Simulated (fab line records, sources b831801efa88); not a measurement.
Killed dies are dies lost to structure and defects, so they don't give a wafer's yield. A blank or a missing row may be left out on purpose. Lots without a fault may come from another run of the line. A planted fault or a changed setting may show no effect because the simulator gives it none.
Chamber matching | flow gf180mcu | GF_V2_CVD_02 on pecvd-04: 3 sister chambers
The step deposits SiO2 from TEOS, target thk 850 nm, time 94.851 s. 6 wafers are shown with their chamber, then 7 later ones without.

WAFERS WITH THEIR CHAMBER
wafer  | chamber | heater_power_w (W)
L197.2 | 2       | 609
L206.1 | 0       | 525
L206.2 | 1       | 680
L206.6 | 1       | 726
L208.1 | 0       | 549
L208.3 | 2       | 652

WAFERS WITHOUT THEIR CHAMBER
wafer  | heater_power_w (W)
L208.6 | 612
L209.3 | 711
L209.4 | 635
L209.6 | 600
L211.1 | 608
L211.2 | 633
L211.6 | 628

WHICH CHAMBER EACH WENT THROUGH
wafer  | from the rows above     | in truth
L208.6 | 2                       | 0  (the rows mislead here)
L209.3 | 1                       | 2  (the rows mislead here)
L209.4 | 2                       | 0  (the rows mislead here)
L209.6 | can't be placed: 2 or 0 | 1
L211.1 | can't be placed: 2 or 0 | 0
L211.2 | 2                       | 2
L211.6 | 2                       | 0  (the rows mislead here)
Placed correctly: 1 of 7. Can't be placed from these rows: 2 (the true chamber is among the candidates in 1). Placed wrongly: 4.
How it was worked out, from the rows above alone: a wafer's distance from a chamber is the root of the sum, over the readings, of the square of ((its reading less the chamber's mean) divided by the reading's scatter). The wafer belongs to the nearest chamber; if the next one is less than 2 further off, it can't be placed. A chamber's mean is the mean of its shown wafers. The scatter: the root of (the sum of the squares of (reading less its chamber's mean) over the shown wafers, divided by (wafers less chambers)).
